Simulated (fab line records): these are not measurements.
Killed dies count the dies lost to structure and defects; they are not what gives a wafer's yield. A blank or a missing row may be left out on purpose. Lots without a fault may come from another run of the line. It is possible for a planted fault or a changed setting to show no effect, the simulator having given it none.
fab line records	flow gf180mcu
[record] lots = 6	wafers = 18	last-day = 33
route steps=602 shown VT_IMPLANT@123 MVSD@136 NWELL@137 LVPWELL@138 MVPSD@139
lots that met no fault: from a run of the same line without faults
start-h: hours from the record's opening day to when the first of the lot's shown wafers began	wait-h: how many hours have passed since the lot's step before this one	" repeats the value in the row above	L1.1+2: one row covering several wafers at once	- no value present, or no start provided	* or withheld: withheld	< > ~ a bound
route shown NAME@n: a module of which the file shows steps, and the number in the route of the first	usual: the fault-free wafers' mean and standard deviation	same: alike in all rows	chamber/n: place in a boat	sites: the reading at each site	_std_site: how widely they spread, as a standard deviation	_edge_site: mean of outer sites minus mean of inner sites	radius-mm: for every site, how far away it sits from the centre of the wafer	mask NAME#n: copy n	behind: the last tool/chamber to shape the wafer	hold: cause of the lot's hold/its duration in hours/its outcome	device: the n, p or np transistor that did not switch	end of line: the route-end tests of the same wafers	for a step that has no rows: nothing shown but its recipe	killed: dies that structure and defects cost at the first sort, which is not the same as the wafer's yield	map: a wafer's dies, x killed, . not, _ none there
set.NAME: the setting that was run; set.NAME@STEP: the one run at that earlier step	model.NAME: the simulator's own value behind a step, which no gauge read
lots seen at some steps along the route; tables by step, rows by wafer
services: the hour from which a tool's chamber was out of use, counted from the record's first day as start-h (under 0 if before that day), plus the number of hours and why
[[steps]]
[step GF_VT_IMPLANT_DEHYDRATE_33]
[recipe] temp-c = 200	time-s = 60
[step GF_VT_IMPLANT_HMDS_34]
[recipe] prime-time-s = 60	prime-temp-c = 120
[step GF_VT_IMPLANT_COAT_35]
[recipe] resist = NOVOLAK	spin-rpm = 3000	resist-thk-nm = 1000
[step GF_VT_IMPLANT_SOFTBAKE_36]
[recipe] temp-c = 90	time-s = 60	resist = NOVOLAK
[step GF_VT_IMPLANT_EXPOSE_37]
[recipe] mask-id = Nwell_HV_AREA	target-cd-nm = 860	na = 0.6	source-shape = conventional	sigma-outer = 0.6	dose-mj = 140
[step GF_VT_IMPLANT_PEB_38]
[recipe] temp-c = withheld	time-s = *	resist = NOVOLAK
[step GF_VT_IMPLANT_DEVELOP_39]
[recipe] develop-time-s = 60	dev-temp-c = 23
[step GF_VT_IMPLANT_OVL_MEAS_40]
[usual] VT_IMPLANT_03_OVL = -0.8/1.5
lot.wafer	tool	chamber	start-h	wait-h	VT_IMPLANT_03_OVL[nm]
L344.1	overlay-02	-	168.89	0.1	1.0
L344.4	"	-	"	"	1.5
L344.5	"	-	"	"	0.6
L345.1	overlay-01	-	175.99	0.1	-0.7
L345.3	"	-	"	"	0.7
L345.5	"	-	"	"	1.2
L350.3	overlay-01	-	208.60	0.1	-2.7
L350.4	"	-	"	"	-0.1
L350.6	"	-	"	"	-0.1
L353.3	overlay-02	-	228.98	0.1	-0.4
L353.4	"	-	"	"	0.0
L353.5	"	-	"	"	0.3
L354.2	overlay-01	-	234.60	0.1	-2.4
L354.4	"	-	"	"	-1.8
L354.5	"	-	"	"	-1.3
L362.1	overlay-02	-	301.14	0.1	-1.9
L362.4	"	-	"	"	-2.5
L362.5	"	-	"	"	-2.3
[step GF_VT_IMPLANT_IMPLANT_41]
[recipe] species = As	energy-kev = 70	dose-cm2 = 1.013e+12	tilt-deg = 7
[step GF_VT_IMPLANT_STRIP_42]
[recipe] chemistry = O2/N2	power-w = 1400	pressure-mtorr = 1500	platen-temp-c = 250	o2-flow-sccm = 3000	n2-flow-sccm = 300	overash-fraction = 0.5
[usual] drypump-motor-current-A = 6.1/0.43	heater-power-w = 340/17	oes-product-au = 0.716/0.0046	strip-time-to-endpoint-s = 12.64/0.036
lot.wafer	tool	chamber	start-h	wait-h	drypump-motor-current-A	heater-power-w	oes-product-au	rf-hours-counter-h	strip-time-to-endpoint-s
L344.1	plasma-asher-04	0	169.08	0.1	5.5	326	0.715	48	12.69
L344.4	"	1	"	"	6.2	350	0.717	-	12.70
L344.5	"	1	"	"	6.2	360	0.717	-	12.73
L345.1	plasma-asher-01	0	176.18	0.1	6.4	343	0.723	51	12.66
L345.3	"	1	"	"	5.6	318	0.714	-	12.67
L345.5	"	0	"	"	6.3	347	0.708	-	12.67
L350.3	plasma-asher-01	0	208.81	0.1	6.4	339	0.716	-	12.69
L350.4	"	1	"	"	5.6	311	0.719	-	12.64
L350.6	"	1	"	"	5.6	321	0.723	-	12.63
L353.3	plasma-asher-02	1	229.18	0.1	6.3	358	0.718	-	12.68
L353.4	"	0	"	"	6.7	312	0.720	-	12.63
L353.5	"	0	"	"	6.7	310	0.707	-	12.66
L354.2	plasma-asher-04	1	234.78	0.1	6.2	371	0.710	55	12.66
L354.4	"	1	"	"	6.2	362	0.717	-	12.67
L354.5	"	1	"	"	6.2	346	0.715	-	12.65
L362.1	plasma-asher-02	1	301.33	0.1	6.3	357	0.723	15	12.67
L362.4	"	1	"	"	6.3	350	0.717	-	12.64
L362.5	"	0	"	"	6.8	313	0.718	-	12.68
[step GF_VT_IMPLANT_TW_MEAS_43]
[usual] VT_IMPLANT_4_TW = 694/4.9
lot.wafer	tool	chamber	start-h	wait-h	VT_IMPLANT_4_TW
L344.1	film-metro-03	-	169.18	0.1	687
L344.4	"	-	"	"	690
L344.5	"	-	"	"	691
L345.1	film-metro-03	-	176.28	0.1	687
L345.3	"	-	"	"	685
L345.5	"	-	"	"	684
L350.3	film-metro-01	-	208.90	0.1	699
L350.4	"	-	"	"	701
L350.6	"	-	"	"	701
L353.3	film-metro-01	-	229.27	0.1	694
L353.4	"	-	"	"	695
L353.5	"	-	"	"	695
L354.2	film-metro-02	-	234.89	0.1	697
L354.4	"	-	"	"	701
L354.5	"	-	"	"	700
L362.1	film-metro-03	-	301.43	0.1	694
L362.4	"	-	"	"	690
L362.5	"	-	"	"	693
[step GF_VT_IMPLANT_CLEAN_44]
[recipe] chemistry = SC1/SC2	mix = 1:4:20	temp-c = 70	time-s = 150	dry = n2-spin
[step GF_VT_IMPLANT_RTA_45]
[recipe] temp-c = 1050	time-s = 30	ambient = N2
[usual] anneal-temp-c-max = 1055.0/2	chamber-o2-ppm = 2.002/0.022	lamp-power-pct = 30.3/1.6	wafer_temp_C_max = 1056.0/2
lot.wafer	tool	chamber	start-h	wait-h	anneal-temp-c-max	chamber-o2-ppm	lamp-power-pct	wafer_temp_C_max
L344.1	rtp-anneal-01	-	169.29	0.0	-	-	-	-
L344.4	"	-	"	"	-	-	-	-
L344.5	"	-	"	"	-	-	-	-
L345.1	rtp-anneal-01	-	176.39	0.0	-	-	-	-
L345.3	"	-	"	"	-	-	-	-
L345.5	"	-	"	"	-	-	-	-
L350.3	rtp-anneal-02	0	209.02	0.0	1055.2	1.999	28.7	1053.6
L350.4	"	0	"	"	1056.1	1.989	28.7	1054.0
L350.6	"	0	"	"	1053.3	2.010	28.8	1053.7
L353.3	rtp-anneal-01	0	229.45	0.0	1057.4	1.997	31.9	1057.7
L353.4	"	0	"	"	1056.6	1.960	31.9	1057.7
L353.5	"	0	"	"	1056.7	2.000	31.9	1057.9
L354.2	rtp-anneal-02	0	235.07	0.0	1054.6	2.000	28.7	1054.5
L354.4	"	0	"	"	1052.0	2.027	28.7	1056.1
L354.5	"	0	"	"	1052.5	1.985	28.8	1055.6
L362.1	rtp-anneal-02	0	301.54	0.0	1052.4	1.988	28.8	1054.0
L362.4	"	0	"	"	1052.8	1.960	28.8	1053.5
L362.5	"	0	"	"	1053.3	1.979	28.8	1054.8
[step GF_VT_IMPLANT_RS_MEAS_46]
[recipe] thk-meas-gauge = four-point-probe
[usual] MVSD_RS = 456.4/1.3
lot.wafer	tool	chamber	start-h	wait-h	MVSD_RS[ohm/sq]
L344.1	film-metro-01	-	169.39	0.1	133.1
L344.4	"	-	"	"	132.8
L344.5	"	-	"	"	132.9
L345.1	film-metro-04	-	176.49	0.1	132.9
L345.3	"	-	"	"	132.9
L345.5	"	-	"	"	133.0
L350.3	film-metro-04	-	209.13	0.1	458.5
L350.4	"	-	"	"	458.1
L350.6	"	-	"	"	457.9
L353.3	film-metro-01	-	229.56	0.1	457.5
L353.4	"	-	"	"	456.0
L353.5	"	-	"	"	455.7
L354.2	film-metro-02	-	235.17	0.1	453.8
L354.4	"	-	"	"	455.0
L354.5	"	-	"	"	456.6
L362.1	film-metro-01	-	301.64	0.1	457.4
L362.4	"	-	"	"	455.9
L362.5	"	-	"	"	456.5
[step GF_VT_IMPLANT_RS_MEAS_47]
[recipe] thk-meas-gauge = four-point-probe
[usual] NWELL_RS = 487.2/1.2
lot.wafer	tool	chamber	start-h	wait-h	NWELL_RS[ohm/sq]
L344.1	film-metro-01	-	169.51	0.1	132.6
L344.4	"	-	"	"	132.9
L344.5	"	-	"	"	132.9
L345.1	film-metro-04	-	176.61	0.1	132.9
L345.3	"	-	"	"	133.0
L345.5	"	-	"	"	133.1
L350.3	film-metro-04	-	209.25	0.1	487.0
L350.4	"	-	"	"	486.4
L350.6	"	-	"	"	486.0
L353.3	film-metro-01	-	229.68	0.1	488.1
L353.4	"	-	"	"	487.5
L353.5	"	-	"	"	487.4
L354.2	film-metro-02	-	235.29	0.1	487.2
L354.4	"	-	"	"	487.9
L354.5	"	-	"	"	487.7
L362.1	film-metro-01	-	301.76	0.1	487.8
L362.4	"	-	"	"	487.1
L362.5	"	-	"	"	487.2
[step GF_VT_IMPLANT_RS_MEAS_48]
[recipe] thk-meas-gauge = four-point-probe
[usual] LVPWELL_RS = 1196/3.2
lot.wafer	tool	chamber	start-h	wait-h	LVPWELL_RS[ohm/sq]
L344.1	film-metro-01	-	169.63	0.1	133
L344.4	"	-	"	"	133
L344.5	"	-	"	"	133
L345.1	film-metro-04	-	176.73	0.1	133
L345.3	"	-	"	"	133
L345.5	"	-	"	"	133
L350.3	film-metro-04	-	209.37	0.1	1196
L350.4	"	-	"	"	1198
L350.6	"	-	"	"	1197
L353.3	film-metro-01	-	229.80	0.1	1202
L353.4	"	-	"	"	1200
L353.5	"	-	"	"	1199
L354.2	film-metro-02	-	235.41	0.1	1197
L354.4	"	-	"	"	1192
L354.5	"	-	"	"	1193
L362.1	film-metro-01	-	301.88	0.1	1198
L362.4	"	-	"	"	1202
L362.5	"	-	"	"	1197
[step GF_VT_IMPLANT_RS_MEAS_49]
[recipe] thk-meas-gauge = four-point-probe
[usual] MVPSD_RS = 1167.7/2.8
lot.wafer	tool	chamber	start-h	wait-h	MVPSD_RS[ohm/sq]
L344.1	film-metro-01	-	169.75	0.1	132.8
L344.4	"	-	"	"	133.0
L344.5	"	-	"	"	132.9
L345.1	film-metro-04	-	176.85	0.1	132.8
L345.3	"	-	"	"	132.9
L345.5	"	-	"	"	133.0
L350.3	film-metro-04	-	209.49	0.1	1170.0
L350.4	"	-	"	"	1167.2
L350.6	"	-	"	"	1168.7
L353.3	film-metro-01	-	229.92	0.1	1167.1
L353.4	"	-	"	"	1171.4
L353.5	"	-	"	"	1167.7
L354.2	film-metro-02	-	235.53	0.1	1166.1
L354.4	"	-	"	"	1165.7
L354.5	"	-	"	"	1165.8
L362.1	film-metro-01	-	302.00	0.1	1172.3
L362.4	"	-	"	"	1173.9
L362.5	"	-	"	"	1173.9
[step GF_VT_IMPLANT_WET_ETCH_50]
[recipe] chemistry = dHF	target-depth-nm = 20	target = SiO2	temp-c = 25	dilution = 100:1	time-s = 400
[[services]]
tool	chamber	start-h	hours	kind
plasma-asher-02	-	176.74	6.5	pm
plasma-asher-01	-	235.82	14.0	repair
plasma-asher-02	-	248.36	1.0	repair
plasma-asher-02	-	249.38	14.6	pm
plasma-asher-02	-	271.54	22.0	repair
[[key]]
[first-sign] step = GF_VT_IMPLANT_RTA_45	reading = tool-record	direction = missing
[effect] step = GF_VT_IMPLANT_RS_MEAS_46	reading = MVSD_RS	direction = down	sigmas = 99+	usual = 456.4	struck = 132.9
[effect] step = GF_VT_IMPLANT_RS_MEAS_47	reading = NWELL_RS	direction = down	sigmas = 99+	usual = 487.2	struck = 132.9
[effect] step = GF_VT_IMPLANT_RS_MEAS_48	reading = LVPWELL_RS	direction = down	sigmas = 99+	usual = 1196	struck = 133
[effect] step = GF_VT_IMPLANT_RS_MEAS_49	reading = MVPSD_RS	direction = down	sigmas = 99+	usual = 1167.7	struck = 132.9
met-at GF_VT_IMPLANT_RTA_45
struck-wafers L344.1,L344.4,L344.5,L345.1,L345.3,L345.5
later-rows-left-out L344.1,L344.4,L344.5,L345.1,L345.3,L345.5
sort-left-out L344.1,L344.4,L344.5,L345.1,L345.3,L345.5
tester-left-out L344,L345
[fault] kind = skipped-step-whole	tool = rtp-anneal-01	chamber = -	onset-h = 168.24	steps = GF_VT_IMPLANT_RTA_45	scope = struck-lots-only
// tester-left-out: of these lots the tester's yield and bins aren't shown, on N5 and GAA mostly nor the transistor test; their killed dies are dies lost to structure and defects alone, not to doping, threshold or leakage, so they don't give the yield
// sort-left-out: the simulated sort isn't trusted on such a fault, so these wafers' sort isn't shown, and their yield isn't known
// later-rows-left-out: the simulator's readings of these wafers behind a module that went badly wrong aren't trusted and aren't shown, but for the sort
